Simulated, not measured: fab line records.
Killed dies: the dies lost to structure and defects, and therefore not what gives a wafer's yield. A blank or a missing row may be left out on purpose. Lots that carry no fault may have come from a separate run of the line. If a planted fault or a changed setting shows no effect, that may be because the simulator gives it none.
Which tool did it? || flow sky130 || 45 wafers from 15 lots sampled at 3 of the route's 708 steps

## WHAT THE GAUGES READ, wafer by wafer
SKY_CONTACT_THK_MEAS_26: measures by xrf.
{"lot": "L268", "measured": "day 31 18:30", "on": "film-metro-02", "CONTACT_W_THK (nm)": "340 343 342"}
{"lot": "L269", "measured": "day 31 21:06", "on": "film-metro-02", "CONTACT_W_THK (nm)": "342 342 339"}
{"lot": "L273", "measured": "day 33 05:23", "on": "film-metro-02", "CONTACT_W_THK (nm)": "332 348 346"}
{"lot": "L274", "measured": "day 34 15:41", "on": "film-metro-01", "CONTACT_W_THK (nm)": "336 344 341"}
{"lot": "L276", "measured": "day 34 16:40", "on": "film-metro-03", "CONTACT_W_THK (nm)": "337 332 339"}
{"lot": "L277", "measured": "day 34 19:56", "on": "film-metro-01", "CONTACT_W_THK (nm)": "330 331 336"}
{"lot": "L278", "measured": "day 34 23:52", "on": "film-metro-03", "CONTACT_W_THK (nm)": "335 331 333"}
{"lot": "L279", "measured": "day 35 02:40", "on": "film-metro-02", "CONTACT_W_THK (nm)": "341 336 334"}
{"lot": "L280", "measured": "day 35 12:18", "on": "film-metro-03", "CONTACT_W_THK (nm)": "342 337 326"}
{"lot": "L283", "measured": "day 36 06:08", "on": "film-metro-03", "CONTACT_W_THK (nm)": "349 344 346"}
{"lot": "L287", "measured": "day 37 14:48", "on": "film-metro-03", "CONTACT_W_THK (nm)": "332 336 334"}
{"lot": "L288", "measured": "day 37 18:31", "on": "film-metro-03", "CONTACT_W_THK (nm)": "344 332 344"}
{"lot": "L289", "measured": "day 38 03:17", "on": "film-metro-02", "CONTACT_W_THK (nm)": "340 348 342"}
{"lot": "L290", "measured": "day 38 10:35", "on": "film-metro-01", "CONTACT_W_THK (nm)": "334 337 338"}
{"lot": "L291", "measured": "day 38 16:18", "on": "film-metro-02", "CONTACT_W_THK (nm)": "347 345 342"}

SKY_VIA1_BOW_MEAS_03.
{"lot": "L268", "measured": "day 32 23:46", "on": "film-metro-01", "VIA1_BOW (um)": "78 78 83"}
{"lot": "L269", "measured": "day 33 02:26", "on": "film-metro-02", "VIA1_BOW (um)": "72 71 71"}
{"lot": "L273", "measured": "day 34 09:11", "on": "film-metro-01", "VIA1_BOW (um)": "83 92 82"}
{"lot": "L274", "measured": "day 35 19:16", "on": "film-metro-02", "VIA1_BOW (um)": "83 79 77"}
{"lot": "L276", "measured": "day 35 20:49", "on": "film-metro-01", "VIA1_BOW (um)": "76 77 77"}
{"lot": "L277", "measured": "day 36 00:14", "on": "film-metro-01", "VIA1_BOW (um)": "77 90 85"}
{"lot": "L278", "measured": "day 36 03:07", "on": "film-metro-02", "VIA1_BOW (um)": "68 78 74"}
{"lot": "L279", "measured": "day 36 06:02", "on": "film-metro-01", "VIA1_BOW (um)": "75 76 71"}
{"lot": "L280", "measured": "day 36 17:11", "on": "film-metro-01", "VIA1_BOW (um)": "75 80 73"}
{"lot": "L283", "measured": "day 37 10:20", "on": "film-metro-04", "VIA1_BOW (um)": "71 70 74"}
{"lot": "L287", "measured": "day 38 17:56", "on": "film-metro-02", "VIA1_BOW (um)": "91 89 89"}
{"lot": "L288", "measured": "day 38 22:08", "on": "film-metro-01", "VIA1_BOW (um)": "86 80 89"}
{"lot": "L289", "measured": "day 39 06:40", "on": "film-metro-01", "VIA1_BOW (um)": "90 90 80"}
{"lot": "L290", "measured": "day 39 13:51", "on": "film-metro-04", "VIA1_BOW (um)": "71 80 76"}
{"lot": "L291", "measured": "day 39 19:16", "on": "film-metro-01", "VIA1_BOW (um)": "87 74 83"}

## EACH LOT AND THE TOOL THAT RAN IT (in order: tool; ch and the chambers of the sampled wafers; start)
{"lot": "L268", "SKY_LI_CONTACT_CMP_24": "cmp-01 ch 0,3, day 29 07:55"}
{"lot": "L269", "SKY_LI_CONTACT_CMP_24": "cmp-01 ch 0,1,2, day 29 10:11"}
{"lot": "L273", "SKY_LI_CONTACT_CMP_24": "cmp-01 ch 0,2, day 30 19:14"}
{"lot": "L274", "SKY_LI_CONTACT_CMP_24": "cmp-01 ch 1,2,3, day 32 07:32"}
{"lot": "L276", "SKY_LI_CONTACT_CMP_24": "cmp-01 ch 0,1,2, day 32 08:13"}
{"lot": "L277", "SKY_LI_CONTACT_CMP_24": "cmp-01 ch 0,1,2, day 32 12:22"}
{"lot": "L278", "SKY_LI_CONTACT_CMP_24": "cmp-02 ch 0,3, day 32 15:29"}
{"lot": "L279", "SKY_LI_CONTACT_CMP_24": "cmp-02 ch 2,3, day 32 18:59"}
{"lot": "L280", "SKY_LI_CONTACT_CMP_24": "cmp-02 ch 1,2, day 33 04:54"}
{"lot": "L283", "SKY_LI_CONTACT_CMP_24": "cmp-02 ch 1,2,3, day 33 22:49"}
{"lot": "L287", "SKY_LI_CONTACT_CMP_24": "cmp-01 ch 0,2,3, day 35 09:14"}
{"lot": "L288", "SKY_LI_CONTACT_CMP_24": "cmp-02 ch 1,2,3, day 35 12:01"}
{"lot": "L289", "SKY_LI_CONTACT_CMP_24": "cmp-02 ch 1,2,3, day 35 21:00"}
{"lot": "L290", "SKY_LI_CONTACT_CMP_24": "cmp-01 ch 0,1,2, day 36 04:20"}
{"lot": "L291", "SKY_LI_CONTACT_CMP_24": "cmp-01 ch 0,3, day 36 10:08"}
- SKY_LI_CONTACT_CMP_24: polishes, stops on PSG, t overpolish 20 s, target thk 0 nm.

## WHAT THE TOOLS THEMSELVES READ (means of the sampled wafers that have a number; where no wafer has one, the mark that the record gives instead)
SKY_LI_CONTACT_CMP_24.
{"lot": "L268", "tool": "cmp-01", "motor-current-A (A)": 11.6, "overpolish-run-s (s)": 20.006, "time-to-endpoint-s (s)": 93}
{"lot": "L269", "tool": "cmp-01", "motor-current-A (A)": 11.1, "overpolish-run-s (s)": 20.001, "time-to-endpoint-s (s)": 92}
{"lot": "L273", "tool": "cmp-01", "motor-current-A (A)": 11.0, "overpolish-run-s (s)": 20.003, "time-to-endpoint-s (s)": 97}
{"lot": "L274", "tool": "cmp-01", "motor-current-A (A)": 11.1, "overpolish-run-s (s)": 20.002, "time-to-endpoint-s (s)": 97}
{"lot": "L276", "tool": "cmp-01", "motor-current-A (A)": 11.3, "overpolish-run-s (s)": 19.993, "time-to-endpoint-s (s)": 94}
{"lot": "L277", "tool": "cmp-01", "motor-current-A (A)": 10.9, "overpolish-run-s (s)": 20.008, "time-to-endpoint-s (s)": 96}
{"lot": "L278", "tool": "cmp-02", "motor-current-A (A)": 11.4, "overpolish-run-s (s)": 20.006, "time-to-endpoint-s (s)": 100}
{"lot": "L279", "tool": "cmp-02", "motor-current-A (A)": 10.4, "overpolish-run-s (s)": 19.998, "time-to-endpoint-s (s)": 102}
{"lot": "L280", "tool": "cmp-02", "motor-current-A (A)": 10.7, "overpolish-run-s (s)": 20.003, "time-to-endpoint-s (s)": 105}
{"lot": "L283", "tool": "cmp-02", "motor-current-A (A)": 10.2, "overpolish-run-s (s)": 20.001, "time-to-endpoint-s (s)": 103}
{"lot": "L287", "tool": "cmp-01", "motor-current-A (A)": 10.8, "overpolish-run-s (s)": 20.008, "time-to-endpoint-s (s)": 100}
{"lot": "L288", "tool": "cmp-02", "motor-current-A (A)": 10.5, "overpolish-run-s (s)": 19.994, "time-to-endpoint-s (s)": 102}
{"lot": "L289", "tool": "cmp-02", "motor-current-A (A)": 10.6, "overpolish-run-s (s)": 19.999, "time-to-endpoint-s (s)": 96}
{"lot": "L290", "tool": "cmp-01", "motor-current-A (A)": 11.1, "overpolish-run-s (s)": 20.011, "time-to-endpoint-s (s)": 94}
{"lot": "L291", "tool": "cmp-01", "motor-current-A (A)": 11.1, "overpolish-run-s (s)": 20.003, "time-to-endpoint-s (s)": 98}

## THE ANSWER, worked out from the rows above alone
Rule: the lots themselves supply what counts as usual. Put in order of their means at a reading, lots are off if they are a third of the lots or fewer, leave a main group of 4 or more, and stand apart from it by a gap of 3 or more times the standard deviation of the main group's means; of several such gaps the widest counts. A main group whose means are all the same, to the digits that the tables above print for the reading, isn't used. Also off: a lot with no number at a reading for which 4 or more lots have one. The other lots that the step has rows for count as sound. Order of review: gauges by route order, followed by the tools' own readings, for which a lot's mean as printed above is used. At the first step where some lot is off, the reading lying furthest off is the one used; lots without a number count as furthest.
Across all readings shown, no lot is off: no conclusion can be drawn from this.

## WHAT WAS PUT IN BY THE SIMULATOR
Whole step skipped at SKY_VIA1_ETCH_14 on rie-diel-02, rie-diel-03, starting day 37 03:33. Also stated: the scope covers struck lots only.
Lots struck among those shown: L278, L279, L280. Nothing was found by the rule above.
